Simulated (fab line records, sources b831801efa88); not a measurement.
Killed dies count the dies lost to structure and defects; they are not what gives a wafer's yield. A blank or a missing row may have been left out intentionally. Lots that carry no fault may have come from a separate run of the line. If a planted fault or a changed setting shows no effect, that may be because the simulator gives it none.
fab line records	flow sky130
record lots=7	wafers=21	last-day=50
route steps=708 shown FIELD_ISO@1 PAD_OPEN@708
lots untouched by any fault: they come from a run of this same line in which no faults occurred
start-h: hours from the record's opening day to when the first of the lot's shown wafers began	wait-h: time in hours since the lot's previous step	" unchanged from the row above	L1.1+2: a row that stands for several wafers	- either no value or no given start	* or withheld: withheld	< > ~ a bound
route shown NAME@n: a module of which the file shows steps, and the number in the route of the first	usual: the fault-free wafers' mean and standard deviation	same: alike in all rows	chamber/n: place in a boat	sites: readings site by site	_std_site: their standard deviation	_edge_site: inner sites' mean taken away from outer sites' mean	radius-mm: for every site, how far away it sits from the centre of the wafer	mask NAME#n: copy n	behind: tool/chamber where the wafer was last shaped	hold: cause of the lot's hold/its duration in hours/its outcome	device: which transistor (n, p or np) failed to switch	end of line: tests of these same wafers at the route's end	a step given without rows: its recipe and nothing more	killed: dies lost to structure and defects at the first sort, not the wafer's yield	map: dies across one wafer; x = killed, . = not, _ = none there
set.NAME: the setting the step ran with; set.NAME@STEP: the setting that earlier step ran with	model.NAME: the simulator's own value behind a step, which no gauge read
lots seen at some steps along the route; tables by step, rows by wafer
services: when a tool's chamber went out of use (start-h, in hours from the record's first day, below 0 if earlier), for how many hours, and the reason
## steps
# step SKY_FIELD_ISO_BOW_MEAS_00
# recipe mode=bow
# usual INCOMING_BOW=0/6.8
lot.wafer	tool	chamber	start-h	wait-h	INCOMING_BOW[um]
L911.2	film-metro-03	-	20.02	-	-3
L911.5	"	-	"	"	5
L911.6	"	-	"	"	0
L916.1	film-metro-02	-	45.00	-	-2
L916.4	"	-	"	"	-1
L916.5	"	-	"	"	1
L917.1	film-metro-03	-	50.00	-	-7
L917.3	"	-	"	"	4
L917.4	"	-	"	"	-2
L920.2	film-metro-02	-	65.02	-	-2
L920.4	"	-	"	"	9
L920.5	"	-	"	"	3
L928.2	film-metro-02	-	105.02	-	-3
L928.4	"	-	"	"	-2
L928.5	"	-	"	"	-4
L929.1	film-metro-02	-	110.00	-	-7
L929.4	"	-	"	"	7
L929.6	"	-	"	"	15
L930.1	film-metro-04	-	115.00	-	-2
L930.3	"	-	"	"	17
L930.5	"	-	"	"	0
# step SKY_FIELD_ISO_OXIDATION_01
# recipe temp-c=900	ambient=O2	stabilise-s=600	purge-s=300	target-thk-a=120	ox-time-s=1843
# usual tube_center_temp_C_max=902.4/0.42
lot.wafer	tool	chamber	start-h	wait-h	tube_center_temp_C_max	model.SiO2_of_FIELD_ISO_OXIDATION_01.thk-nm
L911.2	furnace-01	0	21.85	1.8	902.2	11.86
L911.5	"	0	"	"	902.8	12.19
L911.6	"	0	"	"	902.9	12.12
L916.1	furnace-02	0	45.21	0.2	902.6	12.02
L916.4	"	0	"	"	902.4	12.06
L916.5	"	0	"	"	902.2	12.29
L917.1	furnace-02	0	50.12	0.1	903.2	12.34
L917.3	"	0	"	"	903.0	12.04
L917.4	"	0	"	"	901.8	12.37
L920.2	furnace-01	0	65.74	0.7	902.1	12.02
L920.4	"	0	"	"	902.5	12.23
L920.5	"	0	"	"	902.0	12.07
L928.2	furnace-02	0	105.12	0.1	901.9	13.18
L928.4	"	0	"	"	902.3	13.4
L928.5	"	0	"	"	901.9	13.5
L929.1	furnace-02	0	110.85	0.8	902.7	13.58
L929.4	"	0	"	"	902.0	13.67
L929.6	"	0	"	"	902.8	13.62
L930.1	furnace-02	0	117.78	2.8	903.4	13.5
L930.3	"	0	"	"	902.3	13.57
L930.5	"	0	"	"	902.1	13.53
# step SKY_FIELD_ISO_THK_MEAS_02
# recipe reads=SiO2_of_FIELD_ISO_OXIDATION_01
# usual FIELD_ISO_OXIDATION_00_THK=12.11/0.24
lot.wafer	tool	chamber	start-h	wait-h	FIELD_ISO_OXIDATION_00_THK[nm]
L911.2	film-metro-04	-	23.37	0.0	11.86
L911.5	"	-	"	"	12.23
L911.6	"	-	"	"	12.09
L916.1	film-metro-03	-	46.72	0.0	12.00
L916.4	"	-	"	"	12.09
L916.5	"	-	"	"	12.27
L917.1	film-metro-03	-	51.63	0.0	12.38
L917.3	"	-	"	"	12.05
L917.4	"	-	"	"	12.36
L920.2	film-metro-04	-	67.26	0.0	12.04
L920.4	"	-	"	"	12.28
L920.5	"	-	"	"	12.05
L928.2	film-metro-02	-	106.64	0.0	13.19
L928.4	"	-	"	"	13.43
L928.5	"	-	"	"	13.49
L929.1	film-metro-02	-	112.36	0.0	13.60
L929.4	"	-	"	"	13.66
L929.6	"	-	"	"	13.63
L930.1	film-metro-02	-	119.29	0.0	13.50
L930.3	"	-	"	"	13.56
L930.5	"	-	"	"	13.57
# step SKY_FIELD_ISO_CVD_03
# recipe material=Si3N4	precursor=DCS/NH3	target-thk-nm=165	temp-c=770	time-s=2830	pressure-mtorr=250
# step SKY_FIELD_ISO_THK_MEAS_04
# recipe reads=Si3N4_of_FIELD_ISO_CVD_03
# usual FIELD_ISO_CVD_03_THK=165.4/1.5
lot.wafer	tool	chamber	start-h	wait-h	FIELD_ISO_CVD_03_THK[nm]
L911.2	film-metro-04	-	26.46	0.0	165.4
L911.5	"	-	"	"	166.0
L911.6	"	-	"	"	164.5
L916.1	film-metro-02	-	53.26	0.0	166.3
L916.4	"	-	"	"	167.4
L916.5	"	-	"	"	166.9
L917.1	film-metro-04	-	57.08	0.0	166.7
L917.3	"	-	"	"	165.3
L917.4	"	-	"	"	166.2
L920.2	film-metro-02	-	73.69	0.0	165.8
L920.4	"	-	"	"	166.3
L920.5	"	-	"	"	165.8
L928.2	film-metro-02	-	108.58	0.0	164.7
L928.4	"	-	"	"	164.4
L928.5	"	-	"	"	164.6
L929.1	film-metro-03	-	114.21	0.0	166.4
L929.4	"	-	"	"	165.1
L929.6	"	-	"	"	167.4
L930.1	film-metro-04	-	121.86	0.0	166.4
L930.3	"	-	"	"	165.3
L930.5	"	-	"	"	165.5
# step SKY_FIELD_ISO_DEHYDRATE_05
# recipe temp-c=200	time-s=60
# step SKY_FIELD_ISO_HMDS_06
# recipe prime-time-s=60	prime-temp-c=120
# step SKY_FIELD_ISO_COAT_07
# recipe resist=BARC	temp-c=withheld	time-s=withheld	spin-rpm=3000	resist-thk-nm=60
# step SKY_FIELD_ISO_COAT_08
# recipe resist=KrF-thick	spin-rpm=3000	resist-thk-nm=450
# step SKY_FIELD_ISO_SOFTBAKE_09
# recipe temp-c=100	time-s=90	resist=KrF-thick
# step SKY_FIELD_ISO_EXPOSE_10
# recipe mask-id=FOM	na=0.68	source-shape=annular	sigma-inner=0.4	sigma-outer=0.8	target-cd-nm=150	dose-mj=28
# step SKY_FIELD_ISO_PEB_11
# recipe peb-temp-c=withheld	peb-time-s=withheld	resist=KrF-thick
# step SKY_FIELD_ISO_DEVELOP_12
# recipe develop-time-s=60	resist=KrF-thick	dev-temp-c=21
# step SKY_FIELD_ISO_CD_MEAS_13
# recipe target-cd-nm=150
# usual cd-nm=150.0/1.5
lot.wafer	tool	chamber	start-h	wait-h	cd-nm
L911.2	cd-sem-02	-	41.28	-	149.5
L911.5	"	-	"	"	149.4
L911.6	"	-	"	"	148.8
L916.1	cd-sem-02	-	69.63	-	149.4
L916.4	"	-	"	"	152.2
L916.5	"	-	"	"	151.5
L917.1	cd-sem-02	-	73.31	-	147.7
L917.3	"	-	"	"	148.1
L917.4	"	-	"	"	147.7
L920.2	cd-sem-01	-	90.08	-	149.5
L920.4	"	-	"	"	151.2
L920.5	"	-	"	"	149.5
L928.2	cd-sem-02	-	127.10	-	149.6
L928.4	"	-	"	"	150.7
L928.5	"	-	"	"	149.5
L929.1	cd-sem-01	-	133.00	-	151.5
L929.4	"	-	"	"	151.4
L929.6	"	-	"	"	151.0
L930.1	cd-sem-02	-	140.36	-	148.9
L930.3	"	-	"	"	148.9
L930.5	"	-	"	"	148.7
# step SKY_FIELD_ISO_ETCH_14
# recipe chemistry=N2/H2	target=BARC	ion-energy-ev=200	source-w=500	bias-w=100	pressure-mtorr=30	n2-flow-sccm=100	h2-flow-sccm=200	stop-on=SiO2	time-s=45.9	target-depth-a=600
# usual drypump-motor-current-A=5.9/0.43	oes-product-au=0.854/0.0047	throttle-valve-pct=13.224/0.0082
lot.wafer	tool	chamber	start-h	wait-h	drypump-motor-current-A	oes-product-au	rf-hours-counter-h	throttle-valve-pct
L911.2	rie-diel-02	1	41.38	0.1	5.6	0.855	170	13.229
L911.5	"	2	"	"	5.6	0.856	-	13.227
L911.6	"	1	"	"	5.6	0.846	-	13.228
L916.1	rie-diel-01	2	69.75	0.1	6.2	0.852	117	13.213
L916.4	"	1	"	"	6.0	0.852	59	13.235
L916.5	"	2	"	"	6.2	0.857	-	13.209
L917.1	rie-diel-01	3	73.43	0.1	4.7	0.859	160	13.222
L917.3	"	2	"	"	6.2	0.850	117	13.219
L917.4	"	0	"	"	5.5	0.857	86	13.233
L920.2	rie-diel-02	0	90.18	0.1	6.0	0.852	163	13.204
L920.4	"	2	"	"	5.6	0.858	-	13.214
L920.5	"	0	"	"	6.0	0.846	-	13.233
L928.2	rie-diel-04	1	127.20	0.1	5.9	0.855	142	13.226
L928.4	"	0	"	"	6.5	0.851	-	13.220
L928.5	"	1	"	"	5.9	0.853	-	13.221
L929.1	rie-diel-01	0	133.12	0.1	5.5	0.862	87	13.227
L929.4	"	0	"	"	5.5	0.861	-	13.227
L929.6	"	2	"	"	6.2	0.861	-	13.243
L930.1	rie-diel-02	3	140.48	0.1	6.0	0.852	65	13.230
L930.3	"	1	"	"	5.7	0.854	1	13.214
L930.5	"	2	"	"	5.6	0.851	-	13.222
# step SKY_FIELD_ISO_ETCH_15
# recipe chemistry=CHF3/O2	target-depth-nm=180	stop-on=Si	source-w=600	bias-w=200	pressure-mtorr=40	chf3-flow-sccm=50	O2_flow_sccm=5	time-s=72
# usual drypump-motor-current-A=5.9/0.42	oes-product-au=0.947/0.0069	throttle-valve-pct=8.845/0.0095
lot.wafer	tool	chamber	start-h	wait-h	drypump-motor-current-A	oes-product-au	rf-hours-counter-h	throttle-valve-pct
L911.2	rie-diel-02	1	41.43	0.0	5.7	0.945	170	8.860
L911.5	"	2	"	"	5.6	0.944	-	8.843
L911.6	"	1	"	"	5.7	0.939	-	8.845
L916.1	rie-diel-01	2	69.79	0.0	6.2	0.949	117	8.849
L916.4	"	1	"	"	6.0	0.957	59	8.839
L916.5	"	2	"	"	6.2	0.954	-	8.835
L917.1	rie-diel-01	3	73.48	0.0	4.7	0.952	160	8.850
L917.3	"	2	"	"	6.2	0.944	117	8.845
L917.4	"	0	"	"	5.5	0.947	86	8.851
L920.2	rie-diel-02	0	90.23	0.0	6.0	0.952	163	8.834
L920.4	"	2	"	"	5.6	0.941	-	8.838
L920.5	"	0	"	"	6.0	0.948	-	8.850
L928.2	rie-diel-04	1	127.24	0.0	5.9	0.950	142	8.842
L928.4	"	0	"	"	6.6	0.941	-	8.857
L928.5	"	1	"	"	5.9	0.942	-	8.844
L929.1	rie-diel-01	0	133.19	0.0	5.5	0.953	87	8.848
L929.4	"	0	"	"	5.5	0.940	-	8.846
L929.6	"	2	"	"	6.2	0.957	-	8.849
L930.1	rie-diel-02	3	140.53	0.0	6.0	0.955	65	8.840
L930.3	"	1	"	"	5.7	0.957	1	8.832
L930.5	"	2	"	"	5.6	0.953	-	8.828
# step SKY_FIELD_ISO_STRIP_16
# recipe chemistry=O2/N2	power-w=1400	pressure-mtorr=1500	platen-temp-c=withheld	o2-flow-sccm=3000	n2-flow-sccm=300	overash-fraction=0.5
# usual drypump-motor-current-A=5.68/0.3	oes-product-au=0.378/0.0046	strip-time-to-endpoint-s=3.54/0.048
# same overash-fraction=0.5
lot.wafer	tool	chamber	start-h	wait-h	drypump-motor-current-A	oes-product-au	rf-hours-counter-h	strip-time-to-endpoint-s
L911.2	plasma-asher-02	0	41.48	0.0	6.13	0.383	22	3.53
L911.5	"	0	"	"	6.12	0.390	-	3.64
L911.6	"	1	"	"	5.48	0.381	-	3.52
L916.1	plasma-asher-02	0	69.85	0.0	6.13	0.378	25	3.56
L916.4	"	0	"	"	6.15	0.368	-	3.52
L916.5	"	0	"	"	6.12	0.370	-	3.56
L917.1	plasma-asher-02	1	73.53	0.0	5.47	0.379	25	3.50
L917.3	"	0	"	"	6.13	0.366	-	3.56
L917.4	"	1	"	"	5.47	0.375	-	3.57
L920.2	plasma-asher-01	0	90.28	0.0	5.77	0.376	42	3.54
L920.4	"	0	"	"	5.77	0.386	-	3.69
L920.5	"	1	"	"	5.29	0.380	-	3.55
L928.2	plasma-asher-01	1	127.30	0.0	5.29	0.382	1	3.51
L928.4	"	0	"	"	5.76	0.369	-	3.51
L928.5	"	0	"	"	5.77	0.376	-	3.51
L929.1	plasma-asher-04	0	133.27	0.1	5.53	0.380	44	3.60
L929.4	"	1	"	"	5.97	0.383	-	3.57
L929.6	"	1	"	"	5.95	0.379	-	3.55
L930.1	plasma-asher-04	1	140.58	0.0	5.98	0.381	45	3.59
L930.3	"	0	"	"	5.53	0.371	-	3.57
L930.5	"	1	"	"	5.97	0.388	-	3.65
# step SKY_FIELD_ISO_ETCH_17
# recipe target-depth-a=3420	mask-material=Si3N4	chemistry=HBr/Cl2/O2	target=Si	taper-deg=5	icp-w=600	bias-w=150	pressure-mtorr=15	HBr_flow_sccm=150	Cl2_flow_sccm=40	O2_flow_sccm=6	time-s=97.7
# usual drypump-motor-current-A=6.2/0.49	oes-product-au=1.009/0.012	throttle-valve-pct=25.649/0.011
lot.wafer	tool	chamber	start-h	wait-h	drypump-motor-current-A	oes-product-au	rf-hours-counter-h	throttle-valve-pct
L911.2	rie-si-01	3	41.58	0.1	5.9	1.022	63	25.629
L911.5	"	0	"	"	6.5	1.001	-	25.651
L911.6	"	1	"	"	6.7	1.014	-	25.638
L916.1	rie-si-01	3	69.95	0.1	5.9	1.033	63	25.644
L916.4	"	2	"	"	5.2	1.028	46	25.624
L916.5	"	0	"	"	6.5	1.013	-	25.643
L917.1	rie-si-01	1	73.63	0.1	6.6	1.014	43	25.643
L917.3	"	2	"	"	5.2	1.020	47	25.640
L917.4	"	3	"	"	5.9	1.025	63	25.651
L920.2	rie-si-02	2	90.38	0.1	5.9	0.998	45	25.661
L920.4	"	0	"	"	6.4	1.008	-	25.647
L920.5	"	3	"	"	6.7	1.009	-	25.653
L928.2	rie-si-01	0	127.40	0.1	6.5	1.005	2	25.663
L928.4	"	2	"	"	5.2	1.010	47	25.640
L928.5	"	1	"	"	6.6	1.002	-	25.654
L929.1	rie-si-02	2	133.37	0.1	5.9	0.968	45	25.677
L929.4	"	3	"	"	6.8	1.014	2	25.640
L929.6	"	2	"	"	5.9	0.988	-	25.663
L930.1	rie-si-02	3	140.68	0.1	6.8	0.999	2	25.654
L930.3	"	0	"	"	6.4	1.012	2	25.656
L930.5	"	0	"	"	6.4	1.029	-	25.640
# step SKY_FIELD_ISO_WET_ETCH_18
# recipe chemistry=H3PO4	target-depth-nm=25	temp-c=160	target=Si3N4	time-s=286
# step SKY_FIELD_ISO_CLEAN_19
# recipe chemistry=SC1/SC2	mix=1:4:20	temp-c=70	time-s=150
# step SKY_FIELD_ISO_CLEAN_20
# recipe chemistry=dHF	time-s=20	dilution=100:1
# step SKY_FIELD_ISO_WET_ETCH_21
# recipe chemistry=dHF	dilution=100:1	target-depth-nm=20	dry=ipa-marangoni	target=SiO2	temp-c=25	time-s=400
# step SKY_FIELD_ISO_OXIDATION_22
# recipe temp-c=950	ambient=O2	stabilise-s=600	purge-s=300	target-thk-a=100	ox-time-s=623
# step SKY_FIELD_ISO_THK_MEAS_23
# recipe reads=SiO2_of_FIELD_ISO_OXIDATION_22
# usual FIELD_ISO_OXIDATION_01_THK=10.03/0.19
lot.wafer	tool	chamber	start-h	wait-h	FIELD_ISO_OXIDATION_01_THK[nm]
L911.2	film-metro-03	-	43.52	0.0	9.89
L911.5	"	-	"	"	10.00
L911.6	"	-	"	"	9.85
L916.1	film-metro-02	-	72.00	0.0	10.05
L916.4	"	-	"	"	9.84
L916.5	"	-	"	"	9.93
L917.1	film-metro-03	-	75.15	0.0	9.86
L917.3	"	-	"	"	9.86
L917.4	"	-	"	"	9.65
L920.2	film-metro-04	-	92.07	0.0	10.32
L920.4	"	-	"	"	10.32
L920.5	"	-	"	"	10.22
L928.2	film-metro-02	-	130.13	0.0	10.21
L928.4	"	-	"	"	10.01
L928.5	"	-	"	"	10.08
L929.1	film-metro-02	-	139.92	0.0	9.95
L929.4	"	-	"	"	9.74
L929.6	"	-	"	"	10.03
L930.1	film-metro-04	-	148.21	0.0	9.90
L930.3	"	-	"	"	10.09
L930.5	"	-	"	"	9.96
# step SKY_FIELD_ISO_CVD_24
# recipe material=SiO2	target-thk-nm=595	temp-c=650	sigma-open-frac=0.3	time-s=99.2	sih4-flow-sccm=60	pressure-mtorr=6
# step SKY_FIELD_ISO_THK_MEAS_25
# recipe reads=SiO2_of_FIELD_ISO_CVD_24
# usual FIELD_ISO_CVD_24_THK=592/9.7
lot.wafer	tool	chamber	start-h	wait-h	FIELD_ISO_CVD_24_THK[nm]
L911.2	film-metro-04	-	43.66	0.0	590
L911.5	"	-	"	"	580
L911.6	"	-	"	"	597
L916.1	film-metro-04	-	72.13	0.0	587
L916.4	"	-	"	"	578
L916.5	"	-	"	"	590
L917.1	film-metro-02	-	75.28	0.0	591
L917.3	"	-	"	"	584
L917.4	"	-	"	"	586
L920.2	film-metro-02	-	92.20	0.0	586
L920.4	"	-	"	"	584
L920.5	"	-	"	"	581
L928.2	film-metro-04	-	130.29	0.1	612
L928.4	"	-	"	"	604
L928.5	"	-	"	"	594
L929.1	film-metro-03	-	140.12	0.1	611
L929.4	"	-	"	"	606
L929.6	"	-	"	"	592
L930.1	film-metro-02	-	148.34	0.0	585
L930.3	"	-	"	"	592
L930.5	"	-	"	"	601
# step SKY_FIELD_ISO_ANNEAL_26
# recipe temp-c=1000	time-s=1800	ambient=N2
# step SKY_FIELD_ISO_CMP_27
# recipe stop-on=Si3N4	t-overpolish-s=16	down-force-psi=4	platen-rpm=60	target-thk-nm=457.8	pad-velocity-m-s=0.94248
# usual motor-current-A=12.1/1.6
lot.wafer	tool	chamber	start-h	wait-h	motor-current-A
L911.2	cmp-01	3	45.21	0.0	10.1
L911.6	"	3	"	"	9.8
L911.5	"	0	"	"	14.7
L916.1	cmp-02	1	73.74	0.1	11.8
L916.4	"	2	"	"	13.4
L916.5	"	1	"	"	11.3
L917.3	cmp-01	1	78.09	0.1	13.7
L917.4	"	2	"	"	12.2
L917.1	"	3	"	"	10.1
L920.2	cmp-01	0	93.80	0.1	15.2
L920.4	"	1	"	"	13.2
L920.5	"	0	"	"	14.9
L928.2	cmp-02	1	135.99	0.1	11.7
L928.4	"	3	"	"	10.3
L928.5	"	1	"	"	11.9
L929.4	cmp-01	2	147.04	0.0	11.8
L929.1	"	0	"	"	14.9
L929.6	"	2	"	"	11.1
L930.1	cmp-02	3	160.88	0.1	10.6
L930.3	"	1	"	"	11.6
L930.5	"	2	"	"	12.8
# step SKY_FIELD_ISO_WET_ETCH_28
# recipe chemistry=dHF	target-depth-nm=23.7	target=SiO2	dilution=10:1	temp-c=25	time-s=47
# step SKY_FIELD_ISO_WET_ETCH_29
# recipe chemistry=H3PO4	target-depth-nm=160	target=Si3N4	temp-c=160	time-s=1825
# usual temp-c=160.00/0.14
lot.wafer	tool	chamber	start-h	wait-h	temp-c	model.SiO2_of_FIELD_ISO_OXIDATION_01.thk-nm
L911.2	wet-bench-04	2	45.53	0.0	159.84	11.54
L911.5	"	2	"	"	160.02	11.87
L911.6	"	2	"	"	160.13	11.8
L916.1	wet-bench-03	3	74.02	0.0	159.96	11.71
L916.4	"	3	"	"	160.03	11.75
L916.5	"	3	"	"	159.96	11.98
L917.1	wet-bench-03	0	78.36	0.0	160.35	12.02
L917.3	"	0	"	"	160.11	11.72
L917.4	"	0	"	"	160.23	12.04
L920.2	wet-bench-03	1	94.07	0.0	160.25	11.7
L920.4	"	1	"	"	159.83	11.9
L920.5	"	1	"	"	159.93	11.75
L928.2	wet-bench-01	3	136.26	0.0	159.86	12.87
L928.4	"	3	"	"	159.87	13.08
L928.5	"	3	"	"	159.90	13.19
L929.1	wet-bench-04	1	147.36	0.0	160.00	13.25
L929.4	"	1	"	"	160.08	13.34
L929.6	"	1	"	"	159.94	13.29
L930.1	wet-bench-04	3	161.15	0.0	160.01	13.19
L930.3	"	3	"	"	160.16	13.25
L930.5	"	3	"	"	159.90	13.21
# step SKY_FIELD_ISO_WET_ETCH_30
# recipe chemistry=dHF	target-depth-nm=25	target=SiO2	dilution=10:1	temp-c=25	time-s=50
# step SKY_PAD_OPEN_PROBE_99
# usual killed_at_M0_to_M3=42/6.6	killed_at_M4_up=3.1/1.9	killed-at-contacts=24/5.6	killed-at-front-end=15/4.8	killed-at-other=0.3/0.48	killed-dies=84/10	killed-open=47/6.8	killed-short=37/6.8
# same gross-dies=492	killed-at-back-side=0
lot.wafer	tool	chamber	start-h	wait-h	killed_at_M0_to_M3	killed_at_M4_up	killed-at-contacts	killed-at-front-end	killed-at-other	killed-dies	killed-open	killed-short
L911.2	prober-01	-	1088.77	0.1	44	6	26	21	0	97	46	51
L911.5	prober-01	-	1088.92	0.2	42	2	30	25	0	99	53	46
L911.6	prober-01	-	1088.97	0.2	50	7	16	22	2	97	46	51
L917.1	prober-01	-	1126.53	0.1	37	0	26	16	0	79	42	37
L917.3	prober-01	-	1126.63	0.2	30	0	18	12	0	60	32	28
L917.4	prober-01	-	1126.68	0.2	38	2	28	11	0	79	52	27
L928.2	prober-02	-	1181.49	0.1	35	2	20	11	0	68	41	27
L928.4	prober-02	-	1181.59	0.2	31	3	13	13	0	60	30	30
L928.5	prober-02	-	1181.64	0.2	41	4	29	13	0	87	55	32
L930.1	prober-01	-	1209.30	0.1	45	6	21	10	0	82	47	35
L930.3	prober-01	-	1209.40	0.2	41	2	24	17	0	84	45	39
L930.5	prober-01	-	1209.50	0.2	36	1	25	18	1	81	52	29
# killed by level:class
L911.2 VIA3:geometric-particle:open=9 VIA1:geometric-particle:open=8 CONTACT:geometric-particle:short=7 POLY_GATE:geometric-particle:short=7 LOCAL_INTERCONNECT:geometric-particle:short=7 POLY_GATE:geometric-particle:open=6 CONTACT:geometric-particle:open=6 METAL1:geometric-particle:short=5
L911.5 VIA1:geometric-particle:open=11 CONTACT:geometric-particle:short=11 LI_CONTACT:geometric-particle:open=10 FIELD_ISO:geometric-particle:open=8 VIA2:geometric-particle:open=6 POLY_GATE:geometric-particle:short=5 METAL1:geometric-particle:short=5 POLY_GATE:geometric-particle:open=4
L911.6 VIA1:geometric-particle:open=14 VIA2:geometric-particle:short=7 METAL2:geometric-particle:short=6 FIELD_ISO:geometric-particle:short=5 LI_CONTACT:geometric-particle:open=5 VIA2:geometric-particle:open=5 FIELD_ISO:geometric-particle:open=4 POLY_GATE:geometric-particle:short=4
L917.1 VIA3:geometric-particle:open=10 CONTACT:geometric-particle:open=9 METAL1:geometric-particle:short=8 LOCAL_INTERCONNECT:geometric-particle:short=7 LI_CONTACT:geometric-particle:open=6 POLY_GATE:geometric-particle:short=4 VIA2:geometric-particle:open=4 VIA1:geometric-particle:short=4
L917.3 CONTACT:geometric-particle:open=11 METAL1:geometric-particle:short=5 VIA2:geometric-particle:short=5 FIELD_ISO:geometric-particle:short=4 VIA1:geometric-particle:short=4 VIA2:geometric-particle:open=4 POLY_GATE:geometric-particle:open=3 LI_CONTACT:geometric-particle:open=3
L917.4 VIA1:geometric-particle:open=10 CONTACT:geometric-particle:open=9 VIA3:geometric-particle:open=9 LI_CONTACT:geometric-particle:open=8 LOCAL_INTERCONNECT:geometric-particle:short=8 METAL1:geometric-particle:short=5 VIA2:geometric-particle:open=5 FIELD_ISO:geometric-particle:open=4
L928.2 VIA1:geometric-particle:open=10 LI_CONTACT:geometric-particle:open=8 VIA2:geometric-particle:open=7 METAL1:geometric-particle:short=6 CONTACT:geometric-particle:short=5 CONTACT:geometric-particle:open=5 POLY_GATE:geometric-particle:open=3 VIA1:geometric-particle:short=3
L928.4 CONTACT:geometric-particle:open=6 VIA1:geometric-particle:open=5 FIELD_ISO:geometric-particle:short=4 FIELD_ISO:geometric-particle:open=4 METAL2:geometric-particle:short=4 VIA2:geometric-particle:open=4 POLY_GATE:geometric-particle:short=3 METAL1:geometric-particle:short=3
L928.5 CONTACT:geometric-particle:open=13 VIA1:geometric-particle:open=9 VIA2:geometric-particle:open=8 LI_CONTACT:geometric-particle:open=6 POLY_GATE:geometric-particle:open=5 METAL1:geometric-particle:short=5 LOCAL_INTERCONNECT:geometric-particle:short=4 CONTACT:geometric-particle:short=4
L930.1 VIA1:geometric-particle:open=9 LI_CONTACT:geometric-particle:open=8 METAL2:geometric-particle:short=8 CONTACT:geometric-particle:open=7 VIA3:geometric-particle:open=7 METAL1:geometric-particle:short=6 VIA2:geometric-particle:open=5 METAL4:geometric-particle:short=5
L930.3 CONTACT:geometric-particle:open=10 VIA1:geometric-particle:open=10 VIA2:geometric-particle:open=6 METAL1:geometric-particle:short=5 LI_CONTACT:geometric-particle:open=5 FIELD_ISO:geometric-particle:short=4 LOCAL_INTERCONNECT:geometric-particle:short=4 CONTACT:geometric-particle:short=4
L930.5 VIA1:geometric-particle:open=12 LI_CONTACT:geometric-particle:open=8 CONTACT:geometric-particle:open=8 POLY_GATE:geometric-particle:short=6 CONTACT:geometric-particle:short=6 VIA3:geometric-particle:open=6 FIELD_ISO:geometric-particle:open=5 METAL2:geometric-particle:short=5
## services
tool	chamber	start-h	hours	kind
rie-si-01	-	5.06	28.1	pm
furnace-02	-	14.06	3.3	pm
rie-diel-01	2	14.41	3.8	repair
cmp-02	-	22.79	1.7	repair
cmp-01	-	30.65	4.8	pm
cmp-01	-	37.23	3.2	pm
rie-diel-02	-	38.18	2.8	pm
cmp-02	-	44.55	1.9	repair
rie-si-01	1	46.93	2.4	repair
cmp-01	-	54.16	2.2	repair
rie-si-01	1	55.18	2.6	repair
rie-si-01	-	57.62	1.2	repair
cmp-02	-	64.00	4.0	pm
furnace-02	-	67.78	3.0	pm
cmp-02	-	77.87	2.2	repair
cmp-02	-	86.03	6.2	pm
cmp-01	-	88.20	1.1	repair
rie-diel-01	3	91.29	13.2	repair
cmp-01	-	101.90	1.0	repair
rie-si-02	3	107.41	7.8	repair
cmp-01	-	119.50	1.0	repair
rie-diel-01	1	131.35	9.8	repair
rie-si-01	2	136.08	11.7	repair
rie-diel-02	-	144.53	4.3	pm
## key
first-sign step=SKY_FIELD_ISO_THK_MEAS_02	reading=FIELD_ISO_OXIDATION_00_THK	direction=up	sigmas=5.8	usual=12.11	struck=13.51
effect none on later readings
model-effect step=SKY_FIELD_ISO_OXIDATION_01	value=SiO2_of_FIELD_ISO_OXIDATION_01.thk-nm	without=11.91	struck=13.51
model-effect step=SKY_FIELD_ISO_WET_ETCH_29	value=SiO2_of_FIELD_ISO_OXIDATION_01.thk-nm	without=11.58	struck=13.18
met-at SKY_FIELD_ISO_OXIDATION_01
struck-wafers L928.2,L928.4,L928.5,L929.1,L929.4,L929.6,L930.1,L930.3,L930.5
tester-left-out L928,L929,L930
onset-between 50.12 105.12
also-fits time
fault kind=process-parameter-drift	tool=furnace-02	chamber=-	onset-h=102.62	steps=SKY_FIELD_ISO_OXIDATION_01	channel=ox-time-s	offset=*	shape=step	end-h=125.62	acts-in=*	stated=*
# tester-left-out: of these lots the tester's yield and bins aren't shown, on N5 and GAA mostly nor the transistor test; their killed dies are dies lost to structure and defects alone, not to doping, threshold or leakage, so they don't give the yield
